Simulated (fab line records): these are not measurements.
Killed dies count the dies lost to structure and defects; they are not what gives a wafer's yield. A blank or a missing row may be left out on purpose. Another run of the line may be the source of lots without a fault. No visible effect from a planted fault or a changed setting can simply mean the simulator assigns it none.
Comparing a struck lot with a sound one    flow sky130    16 out of 708 route steps
Sound: these wafers, L815.3, L815.4, L815.6. The struck wafers were L813.1, L813.2, L813.5. The cause is named last.
Per side, at each step with rows, come the tool, then ch with its chambers, and then its first start. Under that, the readings that differ: sound wafers    struck wafers    difference of the means    sigmas: that difference in standard deviations of wafers without a fault.
alike: a reading whose means differ by less than 2 such deviations, as well as words and numbers matching on both sides. not compared: withheld readings; readings where some wafer has no value; bounds like >300 that might hide an equal value; numbers whose values overlap and for which the record gives no deviation.
A row with sigmas, a row that says differs or no value, or rows on one side alone: a step with any of these is where the two part. Non-overlapping numbers with no deviation appear without sigmas and do not part them. Lack of a reading on every wafer of one side parts them only where that side has two or more wafers.

first, 8 steps without rows for these wafers: SKY_METAL1_DEHYDRATE_07 (time 60 s); SKY_METAL1_HMDS_08 (prime time 60 s); SKY_METAL1_COAT_09 (resist thk 60 nm); SKY_METAL1_COAT_10 (resist thk 450 nm); SKY_METAL1_SOFTBAKE_11 (time 90 s); SKY_METAL1_EXPOSE_12 (exposes mask MM1, target cd 140 nm); SKY_METAL1_PEB_13; SKY_METAL1_DEVELOP_14 (develop time 60 s).
SKY_METAL1_CD_MEAS_15: the cd target is 140 nm.
  sound on cd sem-02 at day 37 23:52; struck on cd sem-01 at day 36 23:28
  alike: cd nm
SKY_METAL1_OVL_MEAS_16:
  sound on overlay-02 at day 37 23:58; struck on overlay-01 at day 36 23:35
  alike: METAL1_OVL
SKY_METAL1_DESCUM_17: chemistry O2, time 8 s.
  sound on rie metal-02 ch 0,1, day 37 23:59; struck on rie metal-03 ch 0,1, day 36 23:38
reading                sound              struck             difference  sigmas
oes product au (a.u.)  0.994 0.989 0.977  1.032 1.000 1.014  +0.029      +2
  alike: drypump motor current A
  not compared: rf hours counter h
SKY_METAL1_ETCH_18: etches BARC in N2/H2, stops on SiO2, time 45.9 s, target depth 60 nm.
  sound on rie metal-02 ch 0,1, day 38 00:02; struck on rie metal-03 ch 0,1, day 36 23:40
  alike: drypump motor current A, oes product au, throttle valve pct
  not compared: rf hours counter h
SKY_METAL1_METAL_ETCH_19: etches the open film in Cl2/BCl3, stops on SiO2, target depth 360 nm, time 78 s.
  sound on rie metal-02 ch 0,1, day 38 00:06; struck on rie metal-03 ch 0,1, day 36 23:43
reading                                        sound              struck             difference  sigmas
oes product au (a.u.)                          0.853 0.855 0.862  0.806 0.784 0.790  -0.063      -12
model.KrF-thick_of_METAL1_COAT_10.thk nm (nm)  159.3 166.6 167.2  233.8 241.1 238.1  +73.3       
model.METAL1.feature depth nm (nm)             363.7 359.5 361.5  316.5 305.8 307.7  -51.6       
model.etch.depth nm (nm)                       363.7 359.5 361.5  316.5 305.8 307.7  -51.6       
  alike: drypump motor current A, throttle valve pct
  not compared: rf hours counter h
SKY_METAL1_STRIP_20: strips in O2/N2.
  sound on plasma asher-04 ch 0,1, day 38 00:12; struck on plasma asher-02 ch 0,1, day 36 23:49
reading                       sound              struck             difference  sigmas
oes product au (a.u.)         0.342 0.347 0.346  0.380 0.379 0.372  +0.032      +6
strip time to endpoint s (s)  2.69 2.78 2.78     3.51 3.58 3.56     +0.80       +12
  alike: drypump motor current A
  not compared: rf hours counter h
then, 1 step without rows for these wafers: SKY_METAL1_STRIP_21 (strips in post etch residue remover, time 1200 s).
-- the record jumps here: 12 days lie between the struck wafers' starts before and after (it left off in module METAL1 and takes up again in module PAD_OPEN, whose first step shown is number 708 of the route) --
SKY_PAD_OPEN_PROBE_99:
  sound on prober-02 at day 49 16:11; struck on prober-02 at day 49 04:30
reading                   sound           struck          difference  sigmas
defect limited yield (%)  80.9 82.3 78.3  0 0 0           -80         -45
killed_at_M0_to_M3        51 47 57        466 458 452     +407        +62
killed dies               94 87 107       492 492 492     +396        +44
killed on rim             19 22 22        96 96 96        +75         +19
sort_bin_5_function (%)   10.8 12.0 13.8  93.1 92.9 93.1  +80.8       +54
sort n pass               398 405 385     0 0 0           -396        -44
sort yield pct (%)        80.9 82.3 78.3  0 0 0           -80         -45
  alike: killed_at_M4_up, killed at contacts, killed at front end, killed at other, killed open, killed short, sort_bin_3_pad_short, sort_bin_6_memory

WHERE THEY PART
First at SKY_METAL1_DESCUM_17; last, within this record, at SKY_PAD_OPEN_PROBE_99.

WHY: what had been put in by the simulator
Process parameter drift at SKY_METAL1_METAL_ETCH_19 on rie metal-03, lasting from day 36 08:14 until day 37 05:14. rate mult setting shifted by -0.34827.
